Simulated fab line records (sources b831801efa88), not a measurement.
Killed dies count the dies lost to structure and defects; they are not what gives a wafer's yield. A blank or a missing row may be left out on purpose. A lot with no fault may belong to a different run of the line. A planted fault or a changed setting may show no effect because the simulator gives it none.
Which of the tools did it? -- flow gf180mcu -- 39 wafers from 13 lots sampled at 4 of the route's 602 steps

WHAT EACH GAUGE READ, for each wafer
GF_CONTACT_BOW_MEAS_05.
lot,measured,on,CONTACT_BOW (um)
L677,day 15 04:23,filmMetro-02,75 74 78
L678,day 15 08:34,filmMetro-03,68 60 73
L680,day 16 01:37,filmMetro-03,63 52 51
L681,day 16 12:08,filmMetro-03,67 64 62
L682,day 17 02:02,filmMetro-03,68 60 61
L690,day 20 00:16,filmMetro-02,63 57 60
L691,day 20 05:52,filmMetro-04,64 58 64
L692,day 20 18:43,filmMetro-02,67 62 66
L693,day 20 21:33,filmMetro-04,59 73 60
L695,day 21 10:24,filmMetro-03,65 56 70
L696,day 21 15:44,filmMetro-04,63 80 69
L698,day 22 07:20,filmMetro-04,62 74 69
L700,day 23 10:06,filmMetro-03,65 60 50

GF_V1_THK_MEAS_01.
lot,measured,on,V1_CVD_00_THK (nm)
L677,day 17 03:04,filmMetro-01,610 612 612
L678,day 17 07:02,filmMetro-04,604 600 599
L680,day 18 01:12,filmMetro-02,607 604 601
L681,day 18 11:29,filmMetro-02,612 611 609
L682,day 19 02:55,filmMetro-04,594 599 596
L690,day 22 02:59,filmMetro-01,601 603 604
L691,day 22 07:01,filmMetro-01,608 609 595
L692,day 22 20:46,filmMetro-02,596 603 603
L693,day 22 22:46,filmMetro-02,603 597 601
L695,day 23 11:46,filmMetro-02,612 595 603
L696,day 23 16:55,filmMetro-04,595 597 598
L698,day 24 08:03,filmMetro-01,609 610 611
L700,day 25 09:42,filmMetro-01,605 601 602

EACH LOT AND THE TOOL THAT RAN IT (in order: tool; ch and the chambers of the sampled wafers; start)
lot,GF_CONTACT_ETCH_16,GF_M1_STRIP_18
L677,"rieDiel-03 ch 0,3, day 16 02:22","wetBench-04 ch 3, day 17 02:29"
L678,"rieDiel-01 ch 2,3, day 16 06:19","wetBench-02 ch 1, day 17 06:30"
L680,"rieDiel-02 ch 1,2,3, day 16 23:37","wetBench-02 ch 3, day 18 00:41"
L681,"rieDiel-01 ch 0,1,2, day 17 10:25","wetBench-03 ch 1, day 18 10:56"
L682,"rieDiel-01 ch 0,1,2, day 18 01:04","wetBench-04 ch 0, day 19 02:23"
L690,"rieDiel-02 ch 2,3, day 21 00:46","wetBench-04 ch 1, day 22 02:23"
L691,"rieDiel-02 ch 0,1,3, day 21 05:10","wetBench-02 ch 3, day 22 06:29"
L692,"rieDiel-03 ch 0,1,3, day 21 18:43","wetBench-02 ch 1, day 22 20:14"
L693,"rieDiel-01 ch 1,2, day 21 21:16","wetBench-02 ch 0, day 22 22:14"
L695,"rieDiel-03 ch 0,1, day 22 10:04","wetBench-03 ch 2, day 23 11:14"
L696,"rieDiel-01 ch 0,2, day 22 15:40","wetBench-02 ch 2, day 23 16:23"
L698,"rieDiel-02 ch 0,1,2, day 23 06:22","wetBench-04 ch 0, day 24 07:31"
L700,"rieDiel-02 ch 1,3, day 24 09:19","wetBench-02 ch 3, day 25 09:11"
- GF_CONTACT_ETCH_16: etches BARC in N2/H2.
- GF_M1_STRIP_18: strips in post etch residue remover, time 1200 s.

AS READ BY THE TOOLS THEMSELVES (means over the sampled wafers that have a number; for cases with no such wafer, the mark the record gives instead)
GF_CONTACT_ETCH_16.
lot,tool,drypumpMotorCurrentA (A),oesProductAu (a.u.),throttleValvePct (%)
L677,rieDiel-03,6.1,0.856,13.225
L678,rieDiel-01,5.7,0.850,13.221
L680,rieDiel-02,5.5,0.850,13.224
L681,rieDiel-01,5.7,0.857,13.222
L682,rieDiel-01,5.7,0.854,13.225
L690,rieDiel-02,5.5,0.853,13.224
L691,rieDiel-02,5.7,0.859,13.220
L692,rieDiel-03,5.5,0.855,13.220
L693,rieDiel-01,5.4,0.855,13.216
L695,rieDiel-03,5.0,0.850,13.229
L696,rieDiel-01,6.0,0.856,13.218
L698,rieDiel-02,5.4,0.855,13.222
L700,rieDiel-02,5.6,0.855,13.218

GF_M1_STRIP_18.
lot,tool,bathGuardTempC (C),bathHeatDutyPct (%)
L677,wetBench-04,72.0,13.6
L678,wetBench-02,72.7,15.8
L680,wetBench-02,-,-
L681,wetBench-03,-,-
L682,wetBench-04,-,-
L690,wetBench-04,72.6,16.0
L691,wetBench-02,72.1,13.6
L692,wetBench-02,72.7,15.5
L693,wetBench-02,72.1,12.7
L695,wetBench-03,72.2,13.0
L696,wetBench-02,72.5,14.6
L698,wetBench-04,72.5,14.7
L700,wetBench-02,72.1,13.3

THE ANSWER, worked out from the rows above alone
Rule: the lots themselves supply what counts as usual. The widest of any qualifying gaps counts: lots, ordered by their means at a reading, are off when they make up no more than a third of the lots, leave a main group of 4 or more, and stand apart from it by 3 or more times the standard deviation of that group's means. The tables above print the reading to a certain number of digits; a main group whose means all agree to those digits is not used. Also off: a lot with no number at a reading for which 4 or more lots have one. Where the step has rows for the other lots, those lots are counted as sound. The gauges are gone through in route order, then the tools' own readings, and for those a lot's mean is taken as printed above. The first step at which some lot is off is used, and at that step the reading that is off furthest; a lot without a number counts as furthest.
Off at GF_M1_STRIP_18 (bathGuardTempC): L680, L681, L682. Without a number there: L680, L681, L682. The main group has a mean of 72.3 C with a standard deviation of 0.26.
A tool fits if, at that step or a process step before it, it ran every lot that is off, and no sound lot after the first of them. No candidate that was tried fits.

WHAT THE SIMULATOR HAD PUT IN
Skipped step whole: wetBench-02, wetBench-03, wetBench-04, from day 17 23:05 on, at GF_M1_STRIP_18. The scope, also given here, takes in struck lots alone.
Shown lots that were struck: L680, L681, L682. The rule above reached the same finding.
